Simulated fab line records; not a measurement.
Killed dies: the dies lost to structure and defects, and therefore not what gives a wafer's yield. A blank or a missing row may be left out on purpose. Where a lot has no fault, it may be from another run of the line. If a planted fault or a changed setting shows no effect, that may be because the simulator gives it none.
Code-filled problem report in 8D (eight disciplines) form + flow gf180mcu + the parts of the form that need people (team, actions taken, sign-off) are left out

1. PROBLEM STATEMENT
strip_time_to_endpoint_s at GF_M3_STRIP_17 reads a mean of 7.02 s on 3 wafers of 3 lots; wafers without a fault read 7.38 s with a standard deviation of 0.06. That is -6.0 standard deviations from the usual mean.
The step: strips in O2/N2.
Seen first at day 25 01:39 on plasma_asher-01, wafer L329.1. The record holds 36 wafers of 13 lots with a number at this step. Rule for "out", or "out of limits": more than 4 standard deviations from the usual mean. All remaining wafers that have a number are taken as sound.

2. WHAT IT IS; WHAT IT IS NOT
| question                    | is                               | is not                                                                                                   |
|-----------------------------|----------------------------------|----------------------------------------------------------------------------------------------------------|
| which readings at this step | strip_time_to_endpoint_s         | drypump_motor_current_A, heater_power_w                                                                  |
| which lots                  | L329, L330, L334                 | L319, L322, L324, L325, L327, L337, L339, L340, L341, L342                                               |
| which wafers of those lots  | L329.1, L330.1, L334.1           | L329.2, L330.2, L334.4                                                                                   |
| read on which tools         | plasma_asher-01, plasma_asher-02 | plasma_asher-04                                                                                          |
| when                        | from day 25 01:39                | up to then (16 sound wafers); but 17 sound wafers of L330, L334, L337, L339, L340, L341, L342 came after |

3. SUSPECTS, AND WHAT RULES EACH OUT
Counting: if a tool at a process step up to the reading ran every lot that is out, it stays a suspect. Sound lots after the first of them don't rule it out here, since some wafers of a struck lot are sound.
- litho_track-02 at GF_M3_COAT_09 (resist thk 1000 nm): kept. Every lot that is out went through it, the first being L329 (day 24 14:11); the last sound lot it ran before that was L324 (day 22 20:22).
Remaining after the count: litho_track-02 at GF_M3_COAT_09.

4. THE CAUSE (what the simulator had put in)
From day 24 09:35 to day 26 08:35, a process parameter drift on litho_track-02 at GF_M3_COAT_09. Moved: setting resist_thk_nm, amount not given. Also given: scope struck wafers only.
Only this tool survived the counting.

5. SEQUENCE OF EFFECTS, ordered by route
Each row: a reading where the mean over the struck wafers with a number is more than 3 standard deviations away from the usual. Only readings whose record carries a usual standard deviation are examined. hours: median over the lots of the time between each lot's start at the first step of this table that gives one and its start at this step. sigmas: the change, counted in usual standard deviations.
| hours | step           | reading                  | usual      | on struck wafers | change | sigmas |
|-------|----------------|--------------------------|------------|------------------|--------|--------|
| 0     | GF_M3_STRIP_17 | oes_product_au           | 0.537 a.u. | 0.521            | -0.016 | -3.3   |
| 0     | GF_M3_STRIP_17 | strip_time_to_endpoint_s | 7.38 s     | 7.02             | -0.36  | -6.0   |
Process steps it contains:
- GF_M3_STRIP_17: strips in O2/N2.
At these later measuring or inspecting steps, every struck wafer for which the step has a row has a number for every such reading, and none has moved that far: GF_V3_CD_MEAS_14.

6. WHAT WOULD HAVE CAUGHT IT SOONER
The fault began at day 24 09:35; the first out-of-limits reading in this record came at day 25 01:39, 16 hours later.
Of the lots that are out (3), L334 began GF_M3_COAT_09 on litho_track-02 after day 25 01:39. Had the tool been put on hold then, it would have been spared.
